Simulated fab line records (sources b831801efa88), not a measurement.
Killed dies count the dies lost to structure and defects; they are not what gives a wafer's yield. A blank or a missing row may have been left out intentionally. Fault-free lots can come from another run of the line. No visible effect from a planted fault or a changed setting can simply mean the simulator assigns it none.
A lot that was struck, set against a sound lot | flow sfq_line | 14 steps out of a route of 325
Sound: the wafers L399.3, L399.4, L399.6. Struck: wafer L416.6. (L416.2 of the same lot was not struck and is left out.) The cause comes at the end.
For every step that has rows: the tool of each side, followed by ch and its chambers, followed by its first start. Under that, the readings that differ: sound wafers | struck wafers | difference of the means | sigmas: that difference in standard deviations of wafers without a fault.
alike: readings whose means differ by less than 2 such deviations, and words and numbers that are the same on both sides. not compared: withheld readings, readings that some wafer has no value for, bounds like >300 that may hide the same value, and numbers for which the record gives no deviation and whose values overlap.
A row with sigmas, a row that says differs or no value, or rows on one side alone: a step with any of these is where the two part. When numbers do not overlap yet have no deviation, they are printed without sigmas and do not part them. A reading that every wafer of one side lacks parts them only if that side has two wafers or more.

SFQ_TRILAYER_L0_BARC_OPEN_METAL_ETCH_010: etches BARC in O2, target depth 125 nm, time 41.7 s.
  sound on rie_metal-04 ch 1, day 2 02:28; struck on rie_metal-02 ch 0, day 5 17:25
  reading                     | sound             | struck | difference | sigmas
  drypump_motor_current_A (A) | 5.0 5.0 5.0       | 6.5    | +1.5       | +3
  oes_product_au (a.u.)       | 0.673 0.688 0.687 | 0.671  | -0.012     | -2
  alike: run_length_s
  not compared: rf_hours_counter_h
SFQ_TRILAYER_L0_ETCH_METAL_ETCH_008: etches MoNx KI in SF6/O2, stops on SiO2, target depth 50 nm, time 25 s.
  sound on rie_metal-04 ch 1, day 2 02:34; struck on rie_metal-02 ch 0, day 5 17:29
  reading                     | sound       | struck | difference | sigmas
  drypump_motor_current_A (A) | 5.0 5.0 5.0 | 6.4    | +1.4       | +3
  alike: oes_product_au, run_length_s
  not compared: rf_hours_counter_h
SFQ_TRILAYER_L0_STRIP_STRIP_009: strips in O2.
  sound on rie_metal-04 ch 1, day 2 03:02; struck on rie_metal-02 ch 0, day 5 17:32
  reading                     | sound       | struck | difference | sigmas
  drypump_motor_current_A (A) | 5.0 5.0 5.0 | 6.4    | +1.4       | +3
  alike: oes_product_au
  not compared: rf_hours_counter_h
then, 1 step without rows for these wafers: SFQ_TRILAYER_L0_STRIP_SOLV_CLEAN_010 (cleans in NMP, time 600 s).
SFQ_TRILAYER_L0_CAP_PECVD_011: deposits SiO2 from SiH4/N2O, time 13.333 s, target thk 60 nm.
  sound on pecvd-03 ch 1,2, day 2 04:00; struck on pecvd-04 ch 1, day 5 18:18
  alike: heater_power_w, susceptor_temp_C, throttle_valve_pct
then, 6 steps without rows for these wafers: SFQ_TRILAYER_L0_VIA_LITHO_COAT_018 (resist thk 62 nm); SFQ_TRILAYER_L0_VIA_LITHO_COAT_013 (resist thk 650 nm); SFQ_TRILAYER_L0_VIA_LITHO_SOFTBAKE_017; SFQ_TRILAYER_L0_VIA_LITHO_EXPOSE_014 (exposes mask L0V, target cd 700 nm); SFQ_TRILAYER_L0_VIA_LITHO_PEB_016 (peb time 60 s); SFQ_TRILAYER_L0_VIA_LITHO_DEVELOP_015 (time 60 s).
-- the record jumps here: 5 days lie between the struck wafers' starts before and after --
SFQ_L0V_OVL_MEAS_903:
  sound on overlay-02, day 4 23:08; struck on overlay-02, day 10 16:02
  alike: L0V_OVL
SFQ_TRILAYER_L0_VIA_BARC_OPEN_VIA_ETCH_021: etches BARC in O2, target depth 125 nm, time 41.7 s.
  sound on rie_diel-04 ch 0,3, day 4 23:10; struck on rie_diel-02 ch 1, day 10 16:04
  reading               | sound             | struck | difference | sigmas
  oes_product_au (a.u.) | 0.683 0.684 0.686 | 0.707  | +0.023     | +5
  alike: drypump_motor_current_A, run_length_s
  not compared: rf_hours_counter_h
SFQ_TRILAYER_L0_VIA_ETCH_VIA_ETCH_016: etches SiO2 in CHF3, stops on MoNx KI, target depth 80 nm.
  sound on rie_diel-04 ch 0,3, day 4 23:12; struck on rie_diel-02 ch 1, day 10 16:05
  alike: drypump_motor_current_A, oes_product_au

== WHERE THEY PART ==
First at SFQ_TRILAYER_L0_BARC_OPEN_METAL_ETCH_010; last, within this record, at SFQ_TRILAYER_L0_VIA_BARC_OPEN_VIA_ETCH_021. Later steps at which nothing parts them and some readings are alike: SFQ_TRILAYER_L0_VIA_ETCH_VIA_ETCH_016.

WHY: what had been put in by the simulator
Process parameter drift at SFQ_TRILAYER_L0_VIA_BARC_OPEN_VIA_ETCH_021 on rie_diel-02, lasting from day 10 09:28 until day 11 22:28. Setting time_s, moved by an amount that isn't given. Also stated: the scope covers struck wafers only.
